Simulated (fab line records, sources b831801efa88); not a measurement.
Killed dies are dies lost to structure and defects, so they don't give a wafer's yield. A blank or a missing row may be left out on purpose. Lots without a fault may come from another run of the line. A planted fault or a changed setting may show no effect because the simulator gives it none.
fab line records | flow gf180mcu
record lots=13 wafers=37 last_day=33
route steps=602 shown LVPWELL@138 HV_LDD@187
lots that met no fault: from a run of the same line without faults
start_h: hours from the record's first day to the start of the lot's first wafer shown | wait_h: hours since the lot's step before | " the same as in the row above | L1.1+2: a row that stands for several wafers | - no value, or no start given | * or withheld: withheld | < > ~ a bound
route shown NAME@n: a module of which the file shows steps, and the number in the route of the first | usual: mean/standard deviation of fault-free wafers | same: alike in all rows | chamber/n: place in a boat | sites: the reading at each site | _std_site: their standard deviation | _edge_site: outer sites' mean less inner sites' | radius_mm: how far each site lies from the wafer's centre | mask NAME#n: copy n | behind: the tool/chamber that last shaped the wafer | hold: why the lot was held/for how many hours/how that ended | device: the transistor (n, p or np) that didn't switch | end of line: the same wafers' tests at the end of the route | a step without rows: its recipe alone | killed: dies lost to structure and defects at the first sort, not the wafer's yield | map: a wafer's dies, x killed, . not, _ none there
set.NAME: the setting as run; set.NAME@STEP: as run at that earlier step | model.NAME: the simulator's own value behind a step, which no gauge read
steps of the route over a sample of lots; a table a step, a row a wafer
services: from which hour (start_h, from the record's first day; less than 0 if before it) a tool's chamber was out of use, for how many hours, and why
## steps
# step GF_VT_IMPLANT_RS_MEAS_48
# recipe thk_meas_gauge=four-point-probe
# usual LVPWELL_RS=1197.4/2.5
# columns lot.wafer tool chamber start_h wait_h LVPWELL_RS[ohm/sq]
L352.3 film_metro-04 - 156.86 0.1 1197.4
L352.4 " - " " 1196.5
L352.5 " - " " 1199.9
L353.1 film_metro-01 - 163.54 0.1 1197.1
L353.3 " - " " 1197.7
L353.6 " - " " 1196.1
L354.2 film_metro-04 - 172.45 0.1 1193.6
L354.3 " - " " 1194.0
L354.4 " - " " 1197.5
L355.2 film_metro-03 - 178.74 0.1 1196.4
L355.3 " - " " 1193.8
L355.5 " - " " 1194.5
L356.1 film_metro-01 - 183.17 0.1 1201.1
L356.2 " - " " 1196.8
L356.6 " - " " 1194.5
L357.3 film_metro-03 - 194.46 0.1 1193.8
L357.5 " - " " 1195.4
L357.6 " - " " 1193.7
L358.3 film_metro-01 - 199.03 0.1 1195.9
L358.4 " - " " 1197.2
L358.5 " - " " 1196.8
L359.2 film_metro-01 - 206.19 0.1 1197.9
L359.3 " - " " 1198.5
L359.5 " - " " 1198.0
L366.3 film_metro-01 - 251.68 0.1 1199.0
L366.6 " - " " 1202.0
L367.3 film_metro-03 - 260.93 0.1 1195.5
L367.6 " - " " 1196.1
L368.1 film_metro-03 - 263.93 0.1 1199.3
L368.2 " - " " 1199.9
L368.3 " - " " 1199.6
L370.3 film_metro-01 - 279.77 0.1 1192.0
L370.4 " - " " 1193.7
L370.6 " - " " 1194.8
L372.2 film_metro-01 - 291.75 0.1 1194.8
L372.5 " - " " 1194.8
L372.6 " - " " 1198.1
# step GF_HV_LDD_TW_MEAS_11
# usual HV_LDD_TW=2424/29
# columns lot.wafer tool chamber start_h wait_h HV_LDD_TW
L352.3 film_metro-04 - 219.65 0.1 2409
L352.4 " - " " 2409
L352.5 " - " " 2407
L353.1 film_metro-03 - 225.53 0.1 2468
L353.3 " - " " 2468
L353.6 " - " " 2459
L354.2 film_metro-01 - 232.66 0.1 2397
L354.3 " - " " 2404
L354.4 " - " " 2398
L355.2 film_metro-04 - 243.56 0.1 2406
L355.3 " - " " 2416
L355.5 " - " " 2405
L356.1 film_metro-03 - 247.51 0.1 2488
L356.2 " - " " 2466
L356.6 " - " " 2467
L357.3 film_metro-04 - 257.72 0.1 2388
L357.5 " - " " 2412
L357.6 " - " " 2394
L358.3 film_metro-01 - 264.45 0.1 2397
L358.4 " - " " 2395
L358.5 " - " " 2388
L359.2 film_metro-03 - 271.29 0.1 2473
L359.3 " - " " 2463
L359.5 " - " " 2456
L366.3 film_metro-04 - 318.75 0.1 2413
L366.6 " - " " 2406
L367.3 film_metro-04 - 328.97 0.1 2421
L367.6 " - " " 2416
L368.1 film_metro-03 - 333.95 0.1 2464
L368.2 " - " " 2456
L368.3 " - " " 2456
L370.3 film_metro-04 - 350.22 0.1 2397
L370.4 " - " " 2404
L370.6 " - " " 2410
L372.2 film_metro-04 - 361.31 0.1 2414
L372.5 " - " " 2425
L372.6 " - " " 2416
# step GF_HV_LDD_CD_MEAS_19
# recipe target_cd_nm=400
# usual cd_nm=399.7/1.9
# columns lot.wafer tool chamber start_h wait_h cd_nm
L352.3 cd_sem-02 - 237.48 0.1 399.8
L352.4 " - " " 397.1
L352.5 " - " " 399.8
L353.1 cd_sem-02 - 242.67 0.1 398.2
L353.3 " - " " 400.4
L353.6 " - " " 400.2
L354.2 cd_sem-02 - 251.01 0.1 401.2
L354.3 " - " " 401.0
L354.4 " - " " 400.2
L355.2 cd_sem-02 - 261.71 0.1 401.2
L355.3 " - " " 399.8
L355.5 " - " " 399.5
L356.1 cd_sem-02 - 266.15 0.1 398.5
L356.2 " - " " 398.1
L356.6 " - " " 399.7
L357.3 cd_sem-01 - 276.86 0.1 400.3
L357.5 " - " " 399.7
L357.6 " - " " 398.9
L358.3 cd_sem-02 - 284.34 0.1 398.7
L358.4 " - " " 401.5
L358.5 " - " " 400.1
L359.2 cd_sem-01 - 290.71 0.1 397.9
L359.3 " - " " 400.3
L359.5 " - " " 398.1
L366.3 cd_sem-02 - 340.03 0.1 403.0
L366.6 " - " " 399.4
L367.3 cd_sem-02 - 350.13 0.1 402.6
L367.6 " - " " 402.6
L368.1 cd_sem-02 - 355.15 0.1 399.4
L368.2 " - " " 397.8
L368.3 " - " " 400.0
L370.3 cd_sem-02 - 372.41 0.1 398.2
L370.4 " - " " 399.0
L370.6 " - " " 396.2
L372.2 cd_sem-02 - 384.27 0.1 399.7
L372.5 " - " " 399.0
L372.6 " - " " 401.2
# step GF_HV_LDD_IMPLANT_36
# recipe species=P energy_kev=60 dose_cm2=7.5e+12 tilt_deg=30 rotation_deg=270
# usual beam_on_s=9.94/0.18 faraday_current_uA=42.5/0.73
# columns lot.wafer tool chamber start_h wait_h beam_on_s faraday_current_uA
L352.3 implanter-03 0 256.25 0.1 10.05 42.1
L352.4 " 0 " " 9.40 44.8
L352.5 " 0 " " 9.92 42.4
L353.1 implanter-01 0 262.00 0.1 9.76 43.3
L353.3 " 0 " " 9.88 42.8
L353.6 " 0 " " 9.87 42.8
L354.2 implanter-02 0 270.88 0.1 9.85 42.7
L354.3 " 0 " " 10.31 40.9
L354.4 " 0 " " 9.76 43.3
L355.2 implanter-01 0 281.78 0.1 9.99 42.3
L355.3 " 0 " " 10.31 41.1
L355.5 " 0 " " 10.04 42.0
L356.1 implanter-01 0 286.75 0.1 9.77 43.4
L356.2 " 0 " " 10.08 42.1
L356.6 " 0 " " 10.25 41.2
L357.3 implanter-01 0 297.83 0.1 10.36 40.7
L357.5 " 0 " " 9.85 42.7
L357.6 " 0 " " 9.71 43.5
L358.3 implanter-01 0 305.20 0.1 9.82 43.1
L358.4 " 0 " " 9.97 42.2
L358.5 " 0 " " 9.92 42.5
L359.2 implanter-01 0 312.17 0.1 10.13 41.8
L359.3 " 0 " " 9.80 43.1
L359.5 " 0 " " 9.94 42.4
L366.3 implanter-02 0 363.15 0.1 12.67 33.4
L366.6 " 0 " " 10.01 42.4
L367.3 implanter-02 0 373.33 0.1 12.73 33.3
L367.6 " 0 " " 9.59 44.0
L368.1 implanter-02 0 378.13 0.1 10.01 42.3
L368.2 " 0 " " 10.01 42.2
L368.3 " 0 " " 12.84 33.1
L370.3 implanter-03 0 396.35 0.1 9.73 43.4
L370.4 " 0 " " 9.94 42.4
L370.6 " 0 " " 9.77 43.2
L372.2 implanter-03 0 408.20 0.1 10.14 41.7
L372.5 " 0 " " 10.26 41.1
L372.6 " 0 " " 9.90 42.5
# step GF_HV_LDD_RS_MEAS_53
# recipe thk_meas_gauge=four-point-probe
# usual HV_LDD_RS=418.7/0.97
# columns lot.wafer tool chamber start_h wait_h HV_LDD_RS[ohm/sq]
L352.3 film_metro-04 - 276.63 0.1 418.6
L352.4 " - " " 418.6
L352.5 " - " " 419.1
L353.1 film_metro-01 - 282.07 0.1 417.2
L353.3 " - " " 415.3
L353.6 " - " " 417.1
L354.2 film_metro-04 - 290.99 0.1 419.1
L354.3 " - " " 418.8
L354.4 " - " " 419.8
L355.2 film_metro-04 - 302.19 0.1 418.4
L355.3 " - " " 417.5
L355.5 " - " " 419.2
L356.1 film_metro-01 - 307.34 0.1 416.9
L356.2 " - " " 418.4
L356.6 " - " " 417.0
L357.3 film_metro-01 - 319.13 0.1 419.5
L357.5 " - " " 417.8
L357.6 " - " " 420.0
L358.3 film_metro-03 - 326.61 0.1 418.9
L358.4 " - " " 418.6
L358.5 " - " " 419.2
L359.2 film_metro-04 - 333.42 0.1 419.0
L359.3 " - " " 419.0
L359.5 " - " " 418.8
L366.3 film_metro-03 - 386.81 0.1 413.6
L366.6 " - " " 418.8
L367.3 film_metro-03 - 397.29 0.1 412.5
L367.6 " - " " 418.2
L368.1 film_metro-01 - 400.82 0.1 418.9
L368.2 " - " " 419.1
L368.3 " - " " 412.9
L370.3 film_metro-03 - 419.98 0.1 418.3
L370.4 " - " " 419.5
L370.6 " - " " 418.4
L372.2 film_metro-04 - 433.08 0.1 417.9
L372.5 " - " " 417.7
L372.6 " - " " 417.6
## services
# columns tool chamber start_h hours kind
implanter-03 - 277.28 4.8 repair
implanter-03 - 301.41 5.2 repair
implanter-03 - 311.76 3.1 pm
implanter-03 - 337.74 2.9 pm
implanter-01 - 340.44 15.1 repair
implanter-01 - 398.52 3.3 repair
## key
first_sign step=GF_HV_LDD_IMPLANT_36 reading=beam_on_s direction=up sigmas=16 usual=9.94 struck=12.75
effect step=GF_HV_LDD_IMPLANT_36 reading=faraday_current_uA direction=down sigmas=13 usual=42.5 struck=33.3
effect step=GF_HV_LDD_RS_MEAS_53 reading=HV_LDD_RS direction=down sigmas=5.9 usual=418.7 struck=413.0
met_at GF_HV_LDD_IMPLANT_36
struck_lots L366,L367,L368
struck_wafers L366.3,L367.3,L368.3
tester_left_out L366,L367,L368
not_acting_at GF_VT_IMPLANT_RS_MEAS_48,GF_HV_LDD_TW_MEAS_11,GF_HV_LDD_CD_MEAS_19
onset_between 270.88 363.15
fault kind=process_parameter_drift tool=implanter-02 chamber=- onset_h=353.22 steps=GF_HV_LDD_IMPLANT_36 channel=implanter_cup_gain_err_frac offset=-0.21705 shape=step end_h=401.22 scope=struck_wafers_only
# tester_left_out: of these lots the tester's yield and bins aren't shown, on N5 and GAA mostly nor the transistor test; their killed dies are dies lost to structure and defects alone, not to doping, threshold or leakage, so they don't give the yield
